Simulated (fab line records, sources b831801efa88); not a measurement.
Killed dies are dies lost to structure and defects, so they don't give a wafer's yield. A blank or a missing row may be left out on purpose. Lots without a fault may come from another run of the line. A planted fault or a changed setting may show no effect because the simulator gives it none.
Which tool did it? | flow gf180mcu | 12 lots, 36 wafers sampled, at 1 step of a route of 602

WHAT THE GAUGES READ, wafer by wafer
GF_V1_THK_MEAS_25: measures by xrf.
lot  | measured     | on            | V1_W_THK (nm)
L075 | day 18 06:07 | film_metro-01 | 350 339 348
L077 | day 19 02:20 | film_metro-03 | 350 339 346
L079 | day 20 02:54 | film_metro-01 | 355 357 352
L081 | day 20 18:56 | film_metro-02 | 348 350 350
L083 | day 21 11:37 | film_metro-02 | 347 345 339
L085 | day 22 10:58 | film_metro-03 | 345 343 345
L087 | day 22 20:04 | film_metro-02 | 351 348 346
L090 | day 24 01:21 | film_metro-02 | 347 346 345
L091 | day 24 15:40 | film_metro-02 | 354 350 346
L093 | day 24 23:27 | film_metro-01 | 348 341 340
L095 | day 25 10:22 | film_metro-02 | 352 342 356
L097 | day 26 01:50 | film_metro-01 | 343 346 351

WHICH TOOL RAN EACH LOT (tool, then ch and the chambers of the sampled wafers, then the start)
The record holds no process step before these readings.

THE ANSWER, worked out from the rows above alone
Rule: what is usual is taken from the lots themselves. Put in order of their means at a reading, lots are off if they are a third of the lots or fewer, leave a main group of 4 or more, and stand apart from it by a gap of 3 or more times the standard deviation of the main group's means; of several such gaps the widest counts. A main group whose means are all the same, to the digits that the tables above print for the reading, isn't used. A lot without any number at a reading at which 4 lots or more have one is off too. The other lots that the step has rows for count as sound.
No lot is off at any reading shown: from this, nothing can be told.

WHAT THE SIMULATOR HAD PUT IN
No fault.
